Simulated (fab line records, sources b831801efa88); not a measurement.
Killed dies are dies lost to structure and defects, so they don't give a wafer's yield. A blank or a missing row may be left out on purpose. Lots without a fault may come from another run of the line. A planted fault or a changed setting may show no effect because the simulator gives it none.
Which tool did it? | flow sky130 | 15 lots, 45 wafers sampled, at 1 step of a route of 708

WHAT THE GAUGES READ, wafer by wafer
The record holds no reading of a measuring or inspecting step that can be judged against a usual standard deviation.

WHICH TOOL RAN EACH LOT (tool, then ch and the chambers of the sampled wafers, then the start)
lot  | SKY_FIELD_ISO_PEB_11
L507 | litho_track-02 ch 0, day 2 03:00
L508 | litho_track-02 ch 0, day 2 10:00
L509 | litho_track-03 ch 0, day 2 15:00
L510 | litho_track-02 ch 0, day 2 19:00
L513 | litho_track-01 ch 0, day 3 11:00
L515 | litho_track-03 ch 0, day 3 23:00
L517 | litho_track-01 ch 0, day 4 22:00
L516 | litho_track-02 ch 0, day 4 22:00
L519 | litho_track-02 ch 0, day 4 22:00
L520 | litho_track-01, day 5 05:00
L521 | litho_track-03, day 5 09:00
L522 | litho_track-02, day 5 13:00
L523 | litho_track-01 ch 0, day 5 18:00
L526 | litho_track-02 ch 0, day 6 06:00
L530 | litho_track-03 ch 0, day 7 04:00
- SKY_FIELD_ISO_PEB_11

WHAT THE TOOLS THEMSELVES READ (means of the sampled wafers that have a number; where no wafer has one, the mark that the record gives instead)
SKY_FIELD_ISO_PEB_11.
lot  | tool           | exhaust_pa (Pa)
L507 | litho_track-02 | 45.0
L508 | litho_track-02 | 44.8
L509 | litho_track-03 | 43.9
L510 | litho_track-02 | 45.5
L513 | litho_track-01 | 45.2
L515 | litho_track-03 | 45.2
L517 | litho_track-01 | 44.7
L516 | litho_track-02 | 45.0
L519 | litho_track-02 | 45.4
L520 | litho_track-01 | -
L521 | litho_track-03 | -
L522 | litho_track-02 | -
L523 | litho_track-01 | 45.6
L526 | litho_track-02 | 44.8
L530 | litho_track-03 | 44.0

THE ANSWER, worked out from the rows above alone
Rule: what is usual is taken from the lots themselves. Put in order of their means at a reading, lots are off if they are a third of the lots or fewer, leave a main group of 4 or more, and stand apart from it by a gap of 3 or more times the standard deviation of the main group's means; of several such gaps the widest counts. A main group whose means are all the same, to the digits that the tables above print for the reading, isn't used. A lot without any number at a reading at which 4 lots or more have one is off too. The other lots that the step has rows for count as sound. The gauges are gone through in route order, then the tools' own readings, and for those a lot's mean is taken as printed above. The first step at which some lot is off is used, and at that step the reading that is off furthest; a lot without a number counts as furthest.
Off: L520, L521, L522, at SKY_FIELD_ISO_PEB_11 (exhaust_pa). Without a number there: L520, L521, L522. The main group: mean 44.9 Pa, standard deviation 0.51.
A tool fits if, at that step or a process step before it, it ran every lot that is off, and no sound lot after the first of them. None of those tried fits.

WHAT THE SIMULATOR HAD PUT IN
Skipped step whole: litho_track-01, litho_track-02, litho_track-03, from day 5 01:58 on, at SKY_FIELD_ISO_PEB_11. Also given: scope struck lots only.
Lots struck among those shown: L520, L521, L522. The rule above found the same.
